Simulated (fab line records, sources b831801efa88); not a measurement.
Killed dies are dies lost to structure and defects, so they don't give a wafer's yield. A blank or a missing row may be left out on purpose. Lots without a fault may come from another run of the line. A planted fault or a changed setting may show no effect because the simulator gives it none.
fab line records | flow sky130
record lots=24 wafers=72 last_day=50
route steps=708 shown GATE_OXIDE@200 POLY_GATE@232 LDD_P@262 LI_CONTACT@384 LOCAL_INTERCONNECT@398 METAL1@450
lots that met no fault: from a run of the same line without faults
start_h: hours from the record's first day to the start of the lot's first wafer shown | wait_h: hours since the lot's step before | " the same as in the row above | L1.1+2: a row that stands for several wafers | - no value, or no start given | * or withheld: withheld | < > ~ a bound
route shown NAME@n: a module of which the file shows steps, and the number in the route of the first | usual: mean/standard deviation of fault-free wafers | same: alike in all rows | chamber/n: place in a boat | sites: the reading at each site | _std_site: their standard deviation | _edge_site: outer sites' mean less inner sites' | radius_mm: how far each site lies from the wafer's centre | mask NAME#n: copy n | behind: the tool/chamber that last shaped the wafer | hold: why the lot was held/for how many hours/how that ended | device: the transistor (n, p or np) that didn't switch | end of line: the same wafers' tests at the end of the route | a step without rows: its recipe alone | killed: dies lost to structure and defects at the first sort, not the wafer's yield | map: a wafer's dies, x killed, . not, _ none there
set.NAME: the setting as run; set.NAME@STEP: as run at that earlier step | model.NAME: the simulator's own value behind a step, which no gauge read
steps of the route over a sample of lots; a table a step, a row a wafer
services: from which hour (start_h, from the record's first day; less than 0 if before it) a tool's chamber was out of use, for how many hours, and why
## steps
# step SKY_GATE_OXIDE_STRIP_13
# recipe chemistry=O2/N2 power_w=1400 pressure_mtorr=1500 platen_temp_c=withheld o2_flow_sccm=3000 n2_flow_sccm=300 overash_fraction=0.5
# usual drypump_motor_current_A=6.0/0.47 n2_flow_sccm=299.9/0.88 oes_product_au=0.715/0.0049 strip_time_to_endpoint_s=14.17/0.04
# columns lot.wafer tool chamber start_h wait_h drypump_motor_current_A n2_flow_sccm oes_product_au rf_hours_counter_h strip_time_to_endpoint_s
L074.2 plasma_asher-04 1 303.95 0.0 5.8 300.8 0.711 47 14.15
L074.3 " 1 " " 5.8 301.1 0.708 - 14.12
L074.4 " 0 " " 6.5 298.7 0.722 - 14.12
L075.1 plasma_asher-03 1 318.45 0.0 5.5 299.2 0.720 61 14.16
L075.4 " 0 " " 5.8 298.1 0.717 - 14.19
L075.5 " 0 " " 5.8 299.7 0.711 - 14.21
L076.2 plasma_asher-04 1 319.66 0.0 5.8 300.6 0.722 49 14.20
L076.3 " 0 " " 6.5 299.8 0.729 - 14.17
L076.6 " 1 " " 5.8 300.4 0.718 - 14.14
L077.1 plasma_asher-04 1 334.22 0.0 5.8 299.2 0.724 50 14.18
L077.4 " 0 " " 6.6 299.9 0.718 - 14.21
L077.5 " 0 " " 6.5 300.4 0.717 - 14.23
L078.1 plasma_asher-03 0 342.31 0.0 5.8 299.3 0.709 63 14.15
L078.4 " 0 " " 5.8 299.1 0.717 - 14.18
L078.6 " 0 " " 5.8 298.4 0.723 - 14.14
L079.2 plasma_asher-04 1 345.50 0.0 5.8 301.1 0.716 51 14.09
L079.4 " 0 " " 6.5 301.0 0.715 - 14.16
L079.6 " 1 " " 5.8 302.0 0.711 - 14.12
L080.3 plasma_asher-02 1 354.38 0.0 5.5 299.6 0.713 - 14.24
L080.5 " 1 " " 5.5 298.7 0.710 - 14.15
L080.6 " 0 " " 6.8 300.1 0.711 - 14.21
L081.1 plasma_asher-03 0 363.87 0.0 5.8 299.6 0.715 65 14.11
L081.3 " 1 " " 5.6 300.4 0.714 - 14.12
L081.5 " 1 " " 5.5 300.6 0.716 - 14.14
L082.1 plasma_asher-03 0 370.79 0.0 5.8 299.7 0.713 66 14.09
L082.3 " 1 " " 5.5 299.4 0.716 - 14.14
L082.6 " 0 " " 5.8 299.5 0.705 - 14.16
L083.1 plasma_asher-02 0 379.45 0.0 6.8 299.7 0.712 69 14.22
L083.2 " 1 " " 5.5 300.6 0.713 69 14.21
L083.6 " 0 " " 6.8 299.9 0.719 - 14.21
L084.1 plasma_asher-02 0 393.77 0.0 6.8 300.2 0.711 70 14.15
L084.3 " 1 " " 5.5 298.8 0.712 - 14.13
L084.6 " 1 " " 5.5 298.2 0.718 - 14.16
L085.1 plasma_asher-04 1 396.56 0.0 5.8 299.4 0.720 57 14.17
L085.4 " 1 " " 5.8 299.8 0.716 - 14.14
L085.6 " 0 " " 6.5 300.2 0.711 - 14.16
L086.1 plasma_asher-02 0 414.52 0.0 6.8 300.0 0.716 72 14.16
L086.3 " 0 " " 6.8 298.8 0.714 - 14.18
L086.6 " 1 " " 5.5 300.8 0.713 - 14.13
L087.1 plasma_asher-03 1 424.97 0.0 5.6 299.9 0.719 69 14.20
L087.2 " 0 " " 5.8 299.2 0.710 69 14.18
L087.5 " 1 " " 5.6 298.6 0.717 - 14.17
L088.2 plasma_asher-03 1 431.97 0.0 5.6 299.6 0.709 70 14.18
L088.5 " 1 " " 5.5 300.0 0.710 - 14.21
L088.6 " 0 " " 5.8 301.0 0.714 - 14.22
L091.1 plasma_asher-03 0 446.49 0.0 5.8 300.0 0.714 71 14.09
L091.2 " 1 " " 5.6 299.9 0.711 71 14.11
L091.5 " 1 " " 5.6 299.9 0.724 - 14.13
L090.1 plasma_asher-02 0 446.77 0.0 6.8 298.9 0.723 2 14.17
L090.2 " 1 " " 5.5 299.1 0.705 2 14.16
L090.5 " 1 " " 5.5 300.6 0.704 - 14.17
L089.2 plasma_asher-04 1 447.09 0.0 5.8 299.6 0.723 62 14.12
L089.4 " 0 " " 6.6 298.6 0.716 - 14.14
L089.6 " 1 " " 5.8 299.3 0.714 - 14.12
L092.1 plasma_asher-02 1 462.87 0.0 5.5 301.0 0.717 3 14.23
L092.3 " 0 " " 6.8 299.3 0.724 - 14.22
L092.6 " 1 " " 5.5 300.6 0.710 - 14.18
L093.1 plasma_asher-03 0 473.35 0.0 5.8 300.8 0.718 74 14.23
L093.3 " 0 " " 5.8 300.9 0.715 - 14.26
L093.4 " 1 " " 5.5 300.6 0.704 - 14.24
L094.3 plasma_asher-03 0 475.08 0.0 5.8 300.6 0.721 - 14.15
L094.4 " 1 " " 5.6 301.8 0.726 - 14.14
L094.6 " 0 " " 5.8 299.9 0.712 - 14.19
L095.4 plasma_asher-04 1 485.09 0.0 5.8 300.5 0.713 - 14.25
L095.5 " 0 " " 6.5 300.0 0.712 - 14.23
L095.6 " 1 " " 5.8 301.0 0.713 - 14.19
L096.1 plasma_asher-04 0 491.41 0.0 6.5 300.7 0.715 67 14.21
L096.2 " 1 " " 5.8 298.5 0.719 67 14.20
L096.3 " 0 " " 6.5 300.2 0.708 - 14.20
L097.3 plasma_asher-04 1 498.44 0.0 5.8 301.1 0.722 - 14.14
L097.5 " 1 " " 5.8 300.5 0.716 - 14.18
L097.6 " 0 " " 6.5 300.7 0.712 - 14.13
# step SKY_POLY_GATE_STRIP_18
# recipe chemistry=O2/N2 power_w=1400 pressure_mtorr=1500 platen_temp_c=withheld o2_flow_sccm=3000 n2_flow_sccm=300 overash_fraction=0.5
# usual drypump_motor_current_A=5.9/0.51 n2_flow_sccm=300.0/0.78 oes_product_au=0.361/0.0045 strip_time_to_endpoint_s=3.18/0.06
# columns lot.wafer tool chamber start_h wait_h drypump_motor_current_A n2_flow_sccm oes_product_au rf_hours_counter_h strip_time_to_endpoint_s
L074.2 plasma_asher-03 0 371.46 0.0 5.8 301.3 0.357 66 3.21
L074.3 " 0 " " 5.8 301.3 0.357 - 3.11
L074.4 " 1 " " 5.5 299.1 0.361 - 3.19
L075.1 plasma_asher-01 1 384.76 0.0 6.4 300.4 0.364 28 3.29
L075.4 " 0 " " 5.4 299.3 0.366 - 3.23
L075.5 " 0 " " 5.4 299.3 0.362 - 3.21
L076.2 plasma_asher-02 1 385.01 0.0 5.5 299.8 0.359 69 3.23
L076.3 " 1 " " 5.5 299.9 0.366 - 3.14
L076.6 " 1 " " 5.5 298.5 0.357 - 3.15
L077.1 plasma_asher-02 0 395.32 0.0 6.8 299.9 0.357 71 3.25
L077.4 " 0 " " 6.8 299.3 0.362 - 3.06
L077.5 " 1 " " 5.5 299.4 0.356 - 3.09
L078.1 plasma_asher-01 1 403.35 0.0 6.4 300.1 0.359 30 3.19
L078.4 " 0 " " 5.4 299.9 0.362 - 3.20
L078.6 " 0 " " 5.4 298.8 0.364 - 3.15
L079.2 plasma_asher-02 1 407.05 0.0 5.5 299.6 0.364 72 3.09
L079.4 " 0 " " 6.8 300.0 0.362 - 3.13
L079.6 " 0 " " 6.8 300.0 0.366 - 3.29
L080.3 plasma_asher-03 1 415.64 0.1 5.5 299.2 0.369 - 3.29
L080.5 " 0 " " 5.8 300.2 0.363 - 3.22
L080.6 " 1 " " 5.5 299.1 0.367 - 3.15
L081.1 plasma_asher-03 0 426.82 0.0 5.8 300.9 0.363 69 3.12
L081.3 " 0 " " 5.8 299.6 0.364 - 3.15
L081.5 " 0 " " 5.8 300.9 0.353 - 3.16
L082.1 plasma_asher-03 1 435.37 0.0 5.6 299.9 0.366 70 3.30
L082.3 " 0 " " 5.8 300.3 0.372 - 3.28
L082.6 " 0 " " 5.8 300.7 0.369 - 3.23
L083.1 plasma_asher-01 1 450.91 0.0 6.4 300.0 0.354 35 3.13
L083.2 " 0 " " 5.4 300.2 0.359 35 3.11
L083.6 " 0 " " 5.4 299.6 0.360 - 3.09
L084.1 plasma_asher-01 0 462.85 0.0 5.4 299.8 0.365 36 3.18
L084.3 " 0 " " 5.4 299.2 0.370 - 3.32
L084.6 " 1 " " 6.4 299.9 0.365 - 3.22
L085.1 plasma_asher-02 0 465.10 0.0 6.7 300.7 0.363 4 3.23
L085.4 " 1 " " 5.5 299.9 0.366 - 3.14
L085.6 " 1 " " 5.5 300.4 0.357 - 3.15
L086.1 plasma_asher-03 0 484.82 0.0 5.7 299.3 0.362 75 3.19
L086.3 " 0 " " 5.7 300.9 0.357 - 3.21
L086.6 " 0 " " 5.8 300.8 0.363 - 3.14
L087.1 plasma_asher-02 1 493.77 0.0 5.5 301.1 0.363 5 3.16
L087.2 " 0 " " 6.8 299.3 0.356 5 3.07
L087.5 " 1 " " 5.5 301.4 0.359 - 3.10
L088.2 plasma_asher-01 1 497.91 0.0 6.4 299.0 0.366 40 3.23
L088.5 " 0 " " 5.4 299.4 0.368 - 3.18
L088.6 " 1 " " 6.4 299.3 0.362 - 3.24
L091.1 plasma_asher-03 1 513.06 0.0 5.6 299.4 0.358 78 3.15
L091.2 " 0 " " 5.8 299.7 0.359 78 3.20
L091.5 " 0 " " 5.8 300.2 0.359 - 3.14
L090.1 plasma_asher-02 1 514.36 0.0 5.5 299.1 0.359 8 3.21
L090.2 " 0 " " 6.8 300.5 0.364 8 3.31
L090.5 " 0 " " 6.7 300.2 0.360 - 3.24
L089.2 plasma_asher-02 0 515.90 0.0 6.8 298.8 0.371 8 3.16
L089.4 " 1 " " 5.5 299.2 0.356 - 3.20
L089.6 " 0 " " 6.8 298.9 0.365 - 3.19
L092.1 plasma_asher-02 1 550.15 0.0 5.5 301.6 0.363 11 3.21
L092.3 " 0 " " 6.8 299.0 0.362 - 3.14
L092.6 " 1 " " 5.5 299.5 0.360 - 3.17
L093.1 plasma_asher-02 1 552.47 0.0 5.5 297.5 0.362 11 3.11
L093.3 " 1 " " 5.5 300.1 0.366 - 3.23
L093.4 " 0 " " 6.8 300.1 0.353 - 3.11
L094.3 plasma_asher-01 1 552.79 0.1 6.4 300.6 0.364 - 3.26
L094.4 " 0 " " 5.4 300.5 0.357 - 3.13
L094.6 " 1 " " 6.4 300.2 0.356 - 3.13
L095.4 plasma_asher-03 1 552.86 0.0 5.5 300.5 0.364 - 3.13
L095.5 " 0 " " 5.8 300.4 0.364 - 3.16
L095.6 " 1 " " 5.5 301.2 0.356 - 3.16
L096.1 plasma_asher-03 1 559.32 0.0 5.6 298.6 0.361 82 3.20
L096.2 " 0 " " 5.8 298.8 0.365 82 3.13
L096.3 " 1 " " 5.6 299.1 0.360 - 3.18
L097.3 plasma_asher-03 1 564.24 0.1 5.5 300.6 0.355 - 3.17
L097.5 " 1 " " 5.6 301.4 0.366 - 3.17
L097.6 " 0 " " 5.8 300.0 0.355 - 3.16
# step SKY_LDD_P_CD_MEAS_07
# recipe target_cd_nm=380
# usual cd_nm=380.4/2
# columns lot.wafer tool chamber start_h wait_h cd_nm
L074.2 cd_sem-02 - 435.58 0.1 381.0
L074.3 " - " " 383.4
L074.4 " - " " 379.9
L075.1 cd_sem-02 - 450.57 0.1 378.3
L075.4 " - " " 377.1
L075.5 " - " " 379.3
L076.2 cd_sem-01 - 451.30 0.1 377.6
L076.3 " - " " 379.5
L076.6 " - " " 378.4
L077.1 cd_sem-02 - 465.72 0.1 378.9
L077.4 " - " " 377.9
L077.5 " - " " 377.8
L078.1 cd_sem-01 - 466.02 0.1 380.6
L078.4 " - " " 380.5
L078.6 " - " " 378.2
L079.2 cd_sem-01 - 475.20 0.1 382.1
L079.4 " - " " 380.7
L079.6 " - " " 383.0
L080.3 cd_sem-01 - 485.65 0.1 378.8
L080.5 " - " " 379.7
L080.6 " - " " 380.5
L081.1 cd_sem-02 - 493.02 0.1 379.6
L081.3 " - " " 379.9
L081.5 " - " " 379.4
L082.1 cd_sem-01 - 499.71 0.1 381.3
L082.3 " - " " 379.2
L082.6 " - " " 380.0
L083.1 cd_sem-02 - 514.78 0.1 383.8
L083.2 " - " " 384.8
L083.6 " - " " 383.1
L084.1 cd_sem-02 - 527.61 0.1 378.4
L084.3 " - " " 380.7
L084.6 " - " " 380.2
L085.1 cd_sem-01 - 529.66 0.1 379.6
L085.4 " - " " 378.6
L085.6 " - " " 381.9
L086.1 cd_sem-01 - 547.72 0.1 381.4
L086.3 " - " " 380.4
L086.6 " - " " 380.3
L087.1 cd_sem-02 - 557.27 0.1 382.0
L087.2 " - " " 380.9
L087.5 " - " " 381.4
L088.2 cd_sem-01 - 561.20 0.1 382.6
L088.5 " - " " 383.7
L088.6 " - " " 382.1
L091.1 cd_sem-01 - 576.97 0.1 381.5
L091.2 " - " " 382.3
L091.5 " - " " 382.0
L090.1 cd_sem-01 - 577.73 0.1 377.5
L090.2 " - " " 375.8
L090.5 " - " " 377.4
L089.2 cd_sem-01 - 578.95 0.1 377.2
L089.4 " - " " 378.5
L089.6 " - " " 382.0
L092.1 cd_sem-01 - 611.23 0.1 379.5
L092.3 " - " " 379.0
L092.6 " - " " 378.4
L093.1 cd_sem-02 - 613.97 0.1 378.4
L093.3 " - " " 380.0
L093.4 " - " " 377.0
L094.3 cd_sem-01 - 614.27 0.1 383.0
L094.4 " - " " 384.6
L094.6 " - " " 381.9
L095.4 cd_sem-02 - 615.28 0.1 379.1
L095.5 " - " " 378.9
L095.6 " - " " 377.3
L096.1 cd_sem-02 - 620.57 0.1 381.8
L096.2 " - " " 382.1
L096.3 " - " " 383.3
L097.3 cd_sem-01 - 624.50 0.1 379.6
L097.5 " - " " 377.3
L097.6 " - " " 379.1
# step SKY_LI_CONTACT_RS_MEAS_22
# recipe thk_meas_gauge=four-point-probe reads=W_of_LI_CONTACT_CVD_21+TiN_of_LI_CONTACT_SPUTTER_20+Ti_of_LI_CONTACT_SPUTTER_19
# usual LI_CONTACT_W_RS=0.285/0.0047
# columns lot.wafer tool chamber start_h wait_h LI_CONTACT_W_RS[ohm/sq]
L074.2 film_metro-01 - 678.52 0.1 0.288
L074.3 " - " " 0.290
L074.4 " - " " 0.284
L075.1 film_metro-02 - 688.67 0.1 0.284
L075.4 " - " " 0.281
L075.5 " - " " 0.277
L076.2 film_metro-01 - 692.64 0.1 0.292
L076.3 " - " " 0.283
L076.6 " - " " 0.284
L077.1 film_metro-03 - 703.11 0.1 0.289
L077.4 " - " " 0.279
L077.5 " - " " 0.288
L078.1 film_metro-03 - 705.27 0.1 0.289
L078.4 " - " " 0.283
L078.6 " - " " 0.284
L079.2 film_metro-03 - 712.88 0.1 0.279
L079.4 " - " " 0.278
L079.6 " - " " 0.285
L080.3 film_metro-03 - 723.41 0.1 0.290
L080.5 " - " " 0.288
L080.6 " - " " 0.294
L081.1 film_metro-03 - 728.95 0.1 0.278
L081.3 " - " " 0.279
L081.5 " - " " 0.279
L082.1 film_metro-03 - 734.88 0.1 0.285
L082.3 " - " " 0.290
L082.6 " - " " 0.283
L083.1 film_metro-01 - 746.62 0.1 0.282
L083.2 " - " " 0.286
L083.6 " - " " 0.286
L084.1 film_metro-02 - 757.71 0.1 0.282
L084.3 " - " " 0.292
L084.6 " - " " 0.282
L085.1 film_metro-01 - 763.02 0.1 0.281
L085.4 " - " " 0.280
L085.6 " - " " 0.284
L086.1 film_metro-03 - 776.30 0.1 0.283
L086.3 " - " " 0.286
L086.6 " - " " 0.293
L087.1 film_metro-02 - 783.75 0.1 0.281
L087.2 " - " " 0.283
L087.5 " - " " 0.280
L088.2 film_metro-03 - 788.69 0.1 0.276
L088.5 " - " " 0.282
L088.6 " - " " 0.280
L091.1 film_metro-03 - 804.67 0.1 0.283
L091.2 " - " " 0.294
L091.5 " - " " 0.290
L090.1 film_metro-03 - 805.18 0.1 0.280
L090.2 " - " " 0.276
L090.5 " - " " 0.280
L089.2 film_metro-03 - 806.54 0.1 0.287
L089.4 " - " " 0.283
L089.6 " - " " 0.283
L092.1 film_metro-02 - 836.52 0.1 0.280
L092.3 " - " " 0.280
L092.6 " - " " 0.289
L093.1 film_metro-01 - 836.96 0.1 0.289
L093.3 " - " " 0.289
L093.4 " - " " 0.283
L094.3 film_metro-01 - 837.61 0.1 0.292
L094.4 " - " " 0.277
L094.6 " - " " 0.287
L095.4 film_metro-01 - 838.28 0.1 0.283
L095.5 " - " " 0.283
L095.6 " - " " 0.293
L096.1 film_metro-02 - 838.89 0.1 0.291
L096.2 " - " " 0.282
L096.3 " - " " 0.290
L097.3 film_metro-03 - 847.66 0.1 0.286
L097.5 " - " " 0.297
L097.6 " - " " 0.287
# step SKY_LOCAL_INTERCONNECT_CD_MEAS_11
# recipe target_cd_nm=170
# usual cd_nm=169.7/1.3
# columns lot.wafer tool chamber start_h wait_h cd_nm
L074.2 cd_sem-02 - 707.30 - 168.9
L074.3 " - " " 168.8
L074.4 " - " " 168.8
L075.1 cd_sem-02 - 716.63 - 169.5
L075.4 " - " " 168.7
L075.5 " - " " 169.3
L076.2 cd_sem-01 - 721.63 - 171.5
L076.3 " - " " 171.7
L076.6 " - " " 170.9
L077.1 cd_sem-02 - 731.58 - 168.3
L077.4 " - " " 168.9
L077.5 " - " " 170.0
L078.1 cd_sem-02 - 733.91 - 168.5
L078.4 " - " " 169.1
L078.6 " - " " 168.4
L079.2 cd_sem-01 - 741.30 - 169.7
L079.4 " - " " 170.6
L079.6 " - " " 170.9
L080.3 cd_sem-01 - 750.47 - 169.0
L080.5 " - " " 168.8
L080.6 " - " " 168.0
L081.1 cd_sem-02 - 757.23 - 169.4
L081.3 " - " " 171.1
L081.5 " - " " 169.6
L082.1 cd_sem-01 - 762.65 - 167.9
L082.3 " - " " 166.3
L082.6 " - " " 169.1
L083.1 cd_sem-02 - 773.93 - 170.1
L083.2 " - " " 171.8
L083.6 " - " " 170.9
L084.1 cd_sem-02 - 784.18 - 170.3
L084.3 " - " " 169.9
L084.6 " - " " 171.6
L085.1 cd_sem-02 - 790.18 - 171.0
L085.4 " - " " 170.0
L085.6 " - " " 171.8
L086.1 cd_sem-01 - 803.73 - 168.2
L086.3 " - " " 168.9
L086.6 " - " " 168.5
L087.1 cd_sem-02 - 809.76 - 169.5
L087.2 " - " " 169.4
L087.5 " - " " 169.2
L088.2 cd_sem-01 - 815.15 - 169.0
L088.5 " - " " 168.9
L088.6 " - " " 170.9
L091.1 cd_sem-01 - 832.41 - 170.3
L091.2 " - " " 170.6
L091.5 " - " " 171.7
L090.1 cd_sem-02 - 832.48 - 170.7
L090.2 " - " " 170.8
L090.5 " - " " 169.8
L089.2 cd_sem-01 - 834.18 - 171.1
L089.4 " - " " 170.3
L089.6 " - " " 171.3
L092.1 cd_sem-02 - 863.63 - 167.6
L092.3 " - " " 166.0
L092.6 " - " " 167.9
L093.1 cd_sem-02 - 863.98 - 170.0
L093.3 " - " " 170.5
L093.4 " - " " 170.5
L094.3 cd_sem-02 - 864.82 - 169.0
L094.4 " - " " 170.0
L094.6 " - " " 169.7
L095.4 cd_sem-01 - 865.19 - 170.3
L095.5 " - " " 169.7
L095.6 " - " " 170.2
L096.1 cd_sem-02 - 866.03 - 168.4
L096.2 " - " " 169.4
L096.3 " - " " 169.2
L097.3 cd_sem-02 - 874.63 - 167.5
L097.5 " - " " 168.3
L097.6 " - " " 169.1
# step SKY_METAL1_OVL_MEAS_16
# usual METAL1_OVL=3/5.7
# columns lot.wafer tool chamber start_h wait_h METAL1_OVL[nm]
L074.2 overlay-01 - 766.16 0.1 9
L074.3 " - " " 11
L074.4 " - " " 15
L075.1 overlay-02 - 774.20 0.1 10
L075.4 " - " " 4
L075.5 " - " " 9
L076.2 overlay-01 - 779.29 0.1 2
L076.3 " - " " 6
L076.6 " - " " 7
L077.1 overlay-02 - 788.20 0.1 10
L077.4 " - " " 3
L077.5 " - " " -1
L078.1 overlay-01 - 790.65 0.1 5
L078.4 " - " " 1
L078.6 " - " " 3
L079.2 overlay-02 - 797.27 0.1 10
L079.4 " - " " -3
L079.6 " - " " 2
L080.3 overlay-01 - 806.15 0.1 13
L080.5 " - " " 8
L080.6 " - " " 3
L081.1 overlay-02 - 812.44 0.1 6
L081.3 " - " " 6
L081.5 " - " " 13
L082.1 overlay-02 - 819.44 0.1 0
L082.3 " - " " 3
L082.6 " - " " 7
L083.1 overlay-01 - 829.85 0.1 0
L083.2 " - " " -3
L083.6 " - " " 3
L084.1 overlay-01 - 839.39 0.1 5
L084.3 " - " " 3
L084.6 " - " " 2
L085.1 overlay-02 - 846.54 0.1 8
L085.4 " - " " 9
L085.6 " - " " 2
L086.1 overlay-02 - 859.74 0.1 -4
L086.3 " - " " 5
L086.6 " - " " 1
L087.1 overlay-02 - 866.14 0.1 -5
L087.2 " - " " 2
L087.5 " - " " -3
L088.2 overlay-02 - 870.74 0.1 8
L088.5 " - " " -1
L088.6 " - " " 3
L091.1 overlay-02 - 889.04 0.1 5
L091.2 " - " " 6
L091.5 " - " " 8
L090.1 overlay-02 - 889.40 0.1 2
L090.2 " - " " -3
L090.5 " - " " 13
L089.2 overlay-01 - 890.64 0.1 1
L089.4 " - " " 2
L089.6 " - " " 1
L092.1 overlay-02 - 918.40 0.1 6
L092.3 " - " " -1
L092.6 " - " " -4
L093.1 overlay-02 - 919.70 0.1 -7
L093.3 " - " " -6
L093.4 " - " " -4
L094.3 overlay-02 - 920.66 0.1 -4
L094.4 " - " " 0
L094.6 " - " " -5
L095.4 overlay-02 - 921.07 0.1 5
L095.5 " - " " 2
L095.6 " - " " 6
L096.1 overlay-01 - 921.60 0.1 8
L096.2 " - " " 10
L096.3 " - " " 8
L097.3 overlay-02 - 928.66 0.1 -3
L097.5 " - " " -6
L097.6 " - " " 6
## services
# columns tool chamber start_h hours kind
plasma_asher-03 - 350.02 0.5 repair
plasma_asher-04 - 370.86 3.6 repair
plasma_asher-03 - 372.12 28.1 pm
plasma_asher-02 - 421.32 9.0 pm
plasma_asher-02 0 421.32 9.0 vent_cycle
plasma_asher-02 1 421.32 9.0 vent_cycle
plasma_asher-02 0 430.32 - clean
plasma_asher-02 1 430.32 - clean
plasma_asher-02 - 472.70 11.5 repair
plasma_asher-02 - 481.57 3.6 repair
plasma_asher-04 - 499.27 5.6 repair
## key
fault none
